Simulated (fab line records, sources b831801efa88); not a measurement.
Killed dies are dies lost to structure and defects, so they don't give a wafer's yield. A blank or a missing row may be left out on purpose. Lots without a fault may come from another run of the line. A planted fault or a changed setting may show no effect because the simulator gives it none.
fab line records | flow sfq_line
record lots=6 wafers=18 last_day=78
route steps=325 shown M6@255 I6@266
lots that met no fault: from a run of the same line without faults
start_h: hours from the record's first day to the start of the lot's first wafer shown | wait_h: hours since the lot's step before | " the same as in the row above | L1.1+2: a row that stands for several wafers | - no value, or no start given | * or withheld: withheld | < > ~ a bound
route shown NAME@n: a module of which the file shows steps, and the number in the route of the first | usual: mean/standard deviation of fault-free wafers | same: alike in all rows | chamber/n: place in a boat | sites: the reading at each site | _std_site: their standard deviation | _edge_site: outer sites' mean less inner sites' | radius_mm: how far each site lies from the wafer's centre | mask NAME#n: copy n | behind: the tool/chamber that last shaped the wafer | hold: why the lot was held/for how many hours/how that ended | device: the transistor (n, p or np) that didn't switch | end of line: the same wafers' tests at the end of the route | a step without rows: its recipe alone | killed: dies lost to structure and defects at the first sort, not the wafer's yield | map: a wafer's dies, x killed, . not, _ none there
set.NAME: the setting as run; set.NAME@STEP: as run at that earlier step | model.NAME: the simulator's own value behind a step, which no gauge read
lots at some steps of the route; a table a step, a row a wafer
services: from which hour (start_h, from the record's first day; less than 0 if before it) a tool's chamber was out of use, for how many hours, and why
## steps
# step SFQ_TRILAYER_M6_LITHO_COAT_164
# recipe resist=BARC spin_rpm=3000 resist_thk_nm=62
# step SFQ_TRILAYER_M6_LITHO_COAT_159
# recipe resist=KrF spin_rpm=3000 resist_thk_nm=600
# step SFQ_TRILAYER_M6_LITHO_SOFTBAKE_163
# recipe temp_c=withheld time_s=withheld resist=KrF
# step SFQ_TRILAYER_M6_LITHO_EXPOSE_160
# recipe mask_id=M6 na=0.6 source_shape=conventional sigma_outer=0.65 target_cd_nm=500 dose_mj=14.4
# step SFQ_TRILAYER_M6_LITHO_PEB_162
# recipe peb_temp_c=115 peb_time_s=60 resist=KrF
# step SFQ_TRILAYER_M6_LITHO_DEVELOP_161
# recipe time_s=60 resist=KrF
# step SFQ_M6_OVL_MEAS_940
# usual M6_OVL=2/7.2
# columns lot.wafer tool chamber start_h wait_h M6_OVL[nm]
L432.1 overlay-02 - 1350.82 0.1 -7
L432.4 " - " " -3
L432.5 " - " " -6
L441.2 overlay-02 - 1422.28 0.1 7
L441.4 " - " " 10
L441.6 " - " " 13
L448.3 overlay-01 - 1457.04 0.1 1
L448.5 " - " " 3
L448.6 " - " " 1
L449.1 overlay-01 - 1465.43 0.1 -1
L449.3 " - " " 4
L449.5 " - " " 1
L450.2 overlay-01 - 1469.28 0.1 6
L450.5 " - " " 24
L450.6 " - " " 16
L453.1 overlay-01 - 1482.23 0.1 7
L453.2 " - " " 3
L453.5 " - " " 6
# step SFQ_TRILAYER_M6_BARC_OPEN_METAL_ETCH_206
# recipe mask_material=PR chemistry=O2 target_depth_nm=125 target=BARC icp_w=600 bias_w=80 pressure_mtorr=10 time_s=41.7
# usual drypump_motor_current_A=6.05/0.29 oes_product_au=0.686/0.0045
# same time_s=41.7
# columns lot.wafer tool chamber start_h wait_h drypump_motor_current_A oes_product_au rf_hours_counter_h
L432.1 rie_metal-01 0 1350.86 0.0 6.26 0.682 62
L432.4 " 0 " " 6.23 0.686 -
L432.5 " 0 " " 6.22 0.693 -
L441.2 rie_metal-03 0 1422.33 0.0 5.91 0.688 -
L441.4 " 0 " " 5.90 0.678 -
L441.6 " 0 " " 5.92 0.684 -
L448.3 rie_metal-01 1 1457.08 0.0 6.33 0.687 -
L448.5 " 1 " " 6.36 0.685 -
L448.6 " 0 " " 6.21 0.684 -
L449.1 rie_metal-01 0 1465.46 0.0 6.20 0.685 81
L449.3 " 0 " " 6.23 0.683 -
L449.5 " 0 " " 6.21 0.679 -
L450.2 rie_metal-03 0 1469.33 0.0 5.92 0.680 -
L450.5 " 0 " " 5.90 0.685 -
L450.6 " 0 " " 5.93 0.689 -
L453.1 rie_metal-02 1 1482.26 0.0 5.81 0.694 93
L453.2 " 1 " " 5.77 0.679 -
L453.5 " 1 " " 5.78 0.679 -
# step SFQ_TRILAYER_M6_ETCH_METAL_ETCH_162
# recipe target=Nb stop_on=SiO2 mask_material=PR chemistry=Cl2/Ar target_depth_nm=240 icp_w=600 bias_w=80 pressure_mtorr=10 time_s=120
# usual drypump_motor_current_A=6.05/0.29 oes_product_au=0.894/0.0077
# same time_s=120
# columns lot.wafer tool chamber start_h wait_h drypump_motor_current_A oes_product_au rf_hours_counter_h
L432.1 rie_metal-01 0 1350.92 0.0 6.20 0.893 62
L432.4 " 0 " " 6.22 0.892 -
L432.5 " 0 " " 6.25 0.894 -
L441.2 rie_metal-03 0 1422.47 0.1 5.91 0.896 -
L441.4 " 0 " " 5.89 0.895 -
L441.6 " 0 " " 5.91 0.896 -
L448.3 rie_metal-01 1 1457.16 0.1 6.36 0.883 -
L448.5 " 1 " " 6.36 0.919 -
L448.6 " 0 " " 6.22 0.907 -
L449.1 rie_metal-01 0 1465.52 0.0 6.18 0.890 81
L449.3 " 0 " " 6.23 0.875 -
L449.5 " 0 " " 6.21 0.894 -
L450.2 rie_metal-03 0 1469.48 0.1 5.93 0.895 -
L450.5 " 0 " " 5.91 0.896 -
L450.6 " 0 " " 5.94 0.886 -
L453.1 rie_metal-02 1 1482.38 0.1 5.78 0.884 93
L453.2 " 1 " " 5.79 0.890 -
L453.5 " 1 " " 5.75 0.900 -
# step SFQ_TRILAYER_M6_STRIP_STRIP_163
# recipe gas=O2 power_w=200 platen_temp_c=40 overash_fraction=0.65 chemistry=O2 pressure_mtorr=50
# usual drypump_motor_current_A=6.04/0.29 oes_product_au=1.002/0.0091
# same overash_fraction=0.65
# columns lot.wafer tool chamber start_h wait_h drypump_motor_current_A oes_product_au rf_hours_counter_h
L432.1 rie_metal-01 0 1351.04 0.1 6.20 0.995 62
L432.4 " 0 " " 6.21 0.992 -
L432.5 " 0 " " 6.22 0.998 -
L441.2 rie_metal-03 0 1422.88 0.4 5.91 1.006 -
L441.4 " 0 " " 5.91 0.996 -
L441.6 " 0 " " 5.91 1.002 -
L448.3 rie_metal-01 1 1457.45 0.2 6.35 1.003 -
L448.5 " 1 " " 6.34 1.009 -
L448.6 " 0 " " 6.19 1.002 -
L449.1 rie_metal-01 0 1465.65 0.1 6.18 1.001 82
L449.3 " 0 " " 6.23 0.988 -
L449.5 " 0 " " 6.22 1.001 -
L450.2 rie_metal-03 0 1469.88 0.4 5.92 1.002 -
L450.5 " 0 " " 5.93 1.000 -
L450.6 " 0 " " 5.90 0.988 -
L453.1 rie_metal-02 1 1482.63 0.2 5.74 1.016 94
L453.2 " 1 " " 5.78 1.010 -
L453.5 " 1 " " 5.74 1.018 -
# step SFQ_TRILAYER_M6_STRIP_SOLV_CLEAN_164
# recipe chemistry=NMP temp_c=70 time_s=600
# step SFQ_TRILAYER_I6_DEP_PECVD_165
# recipe material=SiO2 temp_c=150 time_s=111.11 pressure_torr=2.4 rf_w=183.3 precursor=SiH4/N2O target_thk_nm=500
# usual heater_power_w=73/15 rf_fwd_power_W=182.4/0.59 showerhead_vpp_V=828/43 throttle_valve_pct=24.6/1.4
# same time_s=111.11
# columns lot.wafer tool chamber start_h wait_h heater_power_w rf_fwd_power_W showerhead_vpp_V throttle_valve_pct model.SiO2_of_TRILAYER_I6_DEP_PECVD_165.thk_nm
L432.1 pecvd-02 0 1351.82 0.0 50 182.1 823 24.8 498.7
L432.4 " 2 " " 64 181.9 834 25.7 509.7
L432.5 " 0 " " 54 182.1 817 24.3 512
L441.2 pecvd-03 1 1424.07 0.0 92 182.1 849 24.8 501.5
L441.4 " 1 " " 79 181.7 841 24.9 508.3
L441.6 " 2 " " 72 181.6 861 27.0 500.3
L448.3 pecvd-02 0 1458.02 0.0 78 108.9 646 24.4 419.2
L448.5 " 2 " " 90 107.7 648 26.0 425.8
L448.6 " 1 " " 89 109.5 666 25.9 421.4
L449.1 pecvd-03 2 1466.42 0.0 58 183.2 859 27.2 488.5
L449.3 " 1 " " 82 182.8 853 24.9 490.1
L449.5 " 0 " " 73 182.4 793 23.1 504.3
L450.2 pecvd-02 0 1471.07 0.0 78 107.9 638 24.6 431.2
L450.5 " 0 " " 81 108.6 651 24.4 436.8
L450.6 " 1 " " 79 109.3 669 26.0 427.3
L453.1 pecvd-03 0 1484.01 0.0 81 182.0 781 23.0 503.2
L453.2 " 1 " " 90 181.6 833 25.3 492.4
L453.5 " 0 " " 85 183.0 803 23.0 506.7
# step SFQ_TRILAYER_I6_CMP_CMP_166
# recipe material=SiO2 down_force_psi=3 platen_rpm=60 pad_velocity_m_s=0.94248
# usual head_pressure_psi=3.000/0.0069 motor_current_A=10.5/1 time_to_endpoint_s=212/8.2
# columns lot.wafer tool chamber start_h wait_h head_pressure_psi motor_current_A time_to_endpoint_s
L432.4 cmp-02 2 1400.11 48.2 3.009 10.0 222
L432.1 " 0 1401.11 49.3 3.006 10.3 213
L432.5 " 3 1402.61 50.7 2.998 11.2 210
L441.4 cmp-01 0 1472.02 47.9 3.007 10.7 219
L441.2 " 3 1473.52 49.4 3.002 11.0 217
L441.6 " 1 1474.52 50.4 3.007 13.1 224
L448.3 cmp-01 0 1498.10 40.0 2.993 10.6 153
L448.6 " 1 " " 2.996 12.6 158
L448.5 " 2 " " 2.992 11.2 151
L449.3 cmp-02 0 1500.61 34.1 2.999 10.1 212
L449.1 " 1 " " 2.998 9.7 206
L449.5 " 0 1502.61 36.1 3.007 9.3 226
L450.2 cmp-02 2 1504.61 33.5 3.008 9.7 164
L450.5 " 3 " " 2.997 10.7 159
L450.6 " 0 " " 2.998 9.4 160
L453.1 cmp-01 0 1515.10 31.1 3.005 10.7 218
L453.2 " 2 1516.10 32.1 3.006 11.5 206
L453.5 " 3 " " 2.999 11.1 223
# step SFQ_I6_BOW_MEAS_941
# recipe mode=bow
# usual I6_BOW=8/11
# columns lot.wafer tool chamber start_h wait_h I6_BOW[um]
L432.1 film_metro-03 - 1403.11 1.5 3
L432.4 " - " " 9
L432.5 " - " " 6
L441.2 film_metro-02 - 1475.04 1.0 10
L441.4 " - " " 14
L441.6 " - " " 13
L448.3 film_metro-03 - 1499.64 1.0 -8
L448.5 " - " " -9
L448.6 " - " " -5
L449.1 film_metro-02 - 1503.11 1.5 1
L449.3 " - " " -2
L449.5 " - " " -3
L450.2 film_metro-04 - 1506.13 1.0 1
L450.5 " - " " -8
L450.6 " - " " -2
L453.1 film_metro-04 - 1517.60 2.0 -17
L453.2 " - " " -12
L453.5 " - " " -13
## services
# columns tool chamber start_h hours kind
cmp-01 - 1336.51 2.5 repair
rie_metal-02 0 1338.55 10.3 repair
cmp-02 - 1362.26 1.9 repair
rie_metal-01 0 1364.50 4.8 repair
cmp-01 - 1378.01 3.6 repair
rie_metal-01 - 1383.73 1.4 pm
rie_metal-03 1 1388.62 155.9 repair
cmp-01 - 1401.63 3.1 repair
cmp-01 - 1404.77 11.0 pm
cmp-01 - 1433.80 10.0 pm
cmp-02 - 1436.11 4.0 pm
cmp-02 - 1440.11 - consumable_replace:conditioner
cmp-02 - 1440.11 - consumable_replace:pad
rie_metal-03 - 1465.20 0.3 repair
rie_metal-02 0 1472.65 - clean
rie_metal-02 0 1472.65 - consumable_replace:focus_ring
rie_metal-02 0 1472.65 13.6 scheduled_down
rie_metal-02 0 1472.65 13.6 vent_cycle
pecvd-02 - 1509.79 4.3 pm
pecvd-02 - 1514.17 0.4 repair
## key
first_sign step=SFQ_TRILAYER_I6_DEP_PECVD_165 reading=rf_fwd_power_W direction=down sigmas=99+ usual=182.4 struck=108.6
effect step=SFQ_TRILAYER_I6_DEP_PECVD_165 reading=showerhead_vpp_V direction=down sigmas=4 usual=828 struck=653
effect step=SFQ_TRILAYER_I6_CMP_CMP_166 reading=time_to_endpoint_s direction=down sigmas=6.7 usual=* struck=*
model_effect step=SFQ_TRILAYER_I6_DEP_PECVD_165 value=SiO2_of_TRILAYER_I6_DEP_PECVD_165.thk_nm without=498.2 struck=427
met_at SFQ_TRILAYER_I6_DEP_PECVD_165
struck_wafers L448.3,L448.5,L448.6,L450.2,L450.5,L450.6
onset_between 1351.82 1458.02
fault kind=process_parameter_drift tool=pecvd-02 chamber=- onset_h=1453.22 steps=SFQ_TRILAYER_I6_DEP_PECVD_165 channel=rf_w offset=-73.32 shape=step end_h=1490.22 acts_in=these_recipes_only stated=183.3
